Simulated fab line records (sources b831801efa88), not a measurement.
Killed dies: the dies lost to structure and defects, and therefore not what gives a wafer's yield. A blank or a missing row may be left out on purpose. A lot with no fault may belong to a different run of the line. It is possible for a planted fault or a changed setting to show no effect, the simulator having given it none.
Struck lot and sound lot, side by side    flow sky130    15 out of 708 route steps
Sound: wafers L686.2, L686.3, L686.6. Wafers L682.1, L682.4, L682.6 were the ones struck. The cause comes at the end.
Order at every step that has rows: each side's tool, ch and its chambers, its first start. Under that, the readings that differ: sound wafers    struck wafers    difference of the means    sigmas: that difference in standard deviations of wafers without a fault.
alike: words and numbers the same on both sides, and readings whose means are apart by under 2 such deviations; not compared: readings that were withheld, readings missing a value for some wafer, numbers with overlapping values and no deviation given by the record, and bounds like >300 which may hide the same value.
A row with sigmas, a row that says differs or no value, or rows on one side alone: a step with any of these is where the two part. Non-overlapping numbers with no deviation appear without sigmas and do not part them. Lack of a reading on every wafer of one side parts them only where that side has two or more wafers.

SKY_CONTACT_ETCH_16: etches BARC in N2/H2, stops on SiO2, time 45.9 s, target depth 60 nm.
  sound on rie_diel-02 ch 0,3, day 37 11:01; struck on rie_diel-02 ch 1,2,3, day 36 05:16
  alike: drypump_motor_current_A, oes_product_au, throttle_valve_pct
  not compared: rf_hours_counter_h
then, 2 steps without rows for these wafers: SKY_CONTACT_ETCH_17 (etches SiO2 in C4F8/O2/Ar, stops on Si3N4, target depth 340 nm); SKY_CONTACT_ETCH_18 (etches Si3N4 in CHF3/O2, stops on TiN, time 39 s, target depth 75 nm).
SKY_CONTACT_STRIP_19: strips in O2/N2.
  sound on plasma_asher-01 ch 0,1, day 37 11:09; struck on plasma_asher-04 ch 0,1, day 36 05:24
  alike: drypump_motor_current_A, oes_product_au, strip_time_to_endpoint_s
  not compared: rf_hours_counter_h
then, 4 steps without rows for these wafers: SKY_CONTACT_STRIP_20 (strips in post etch residue remover, time 1200 s); SKY_CONTACT_CLEAN_21 (cleans in IPA, time 180 s); SKY_CONTACT_CLEAN_22 (cleans in O3/DIW); SKY_CONTACT_SPUTTER_23 (material TiN, target thk 20 nm, time 80 s).
SKY_CONTACT_CVD_24: deposits W, target thk 340 nm, time 102.12 s.
  sound on cvd_w-02 ch 0,1, day 37 11:52; struck on cvd_w-01 ch 0,1, day 36 06:04
  alike: heater_power_w, susceptor_temp_C
SKY_CONTACT_RS_MEAS_25: uses a four-point probe to measure.
  sound on film_metro-03, day 37 12:00; struck on film_metro-04, day 36 06:10
  alike: CONTACT_W_RS
SKY_CONTACT_THK_MEAS_26: measures by xrf.
  sound on film_metro-03, day 37 12:07; struck on film_metro-04, day 36 06:17
  alike: CONTACT_W_THK
SKY_CONTACT_CMP_27: polishes, stops on SiO2, t overpolish 15 s, target thk 0 nm.
  sound on cmp-01 ch 1,2,3, day 37 12:10; struck on cmp-01 ch 0,1,2, day 36 06:21
  alike: edge_zone_pressure_frac, motor_current_A, overpolish_run_s, platen_rpm, retaining_ring_pressure_frac, time_to_endpoint_s
SKY_METAL1_SPUTTER_00: material Ti, target thk 15 nm, time 10 s.
  sound on pvd_sputter-01, day 37 12:28; struck on pvd_sputter-01, day 36 06:39
  no value came back on the struck wafers for cathode_dc_power_W (W), chamber_pressure_pa (Pa), throttle_valve_pct (%); on the sound wafers cathode_dc_power_W (W) reads 3000.2 2999.3 3000.4
SKY_METAL1_SPUTTER_01: material TiN, target thk 20 nm, time 16.7 s.
  sound on pvd_sputter-01, day 37 12:29; struck on pvd_sputter-01, day 36 06:40
  alike: cathode_dc_power_W, chamber_pressure_pa, throttle_valve_pct
-- the record jumps here: 13 days lie between the struck wafers' starts before and after (it left off in module METAL1 and takes up again in module PAD_OPEN, whose first step shown is number 708 of the route) --
SKY_PAD_OPEN_PROBE_99:
  sound on prober-02, day 49 21:54; struck on prober-02, day 49 02:41
reading                        sound           struck             difference  sigmas
model.etest.mcon_chain.rc_ohm  16 16.45 16.99  18.82 17.59 18.22  +1.73       
  alike: defect_limited_yield, killed_at_M0_to_M3, killed_at_M4_up, killed_at_contacts, killed_at_front_end, killed_at_other, killed_dies, killed_open, killed_short, sort_bin_3_pad_short, sort_bin_5_function, sort_bin_6_memory, sort_n_pass, sort_yield_pct

== WHERE THEY PART ==
Only at SKY_METAL1_SPUTTER_00, within this record. Later steps at which nothing parts them and some readings are alike: SKY_METAL1_SPUTTER_01, SKY_PAD_OPEN_PROBE_99.

WHY: what had been put in by the simulator
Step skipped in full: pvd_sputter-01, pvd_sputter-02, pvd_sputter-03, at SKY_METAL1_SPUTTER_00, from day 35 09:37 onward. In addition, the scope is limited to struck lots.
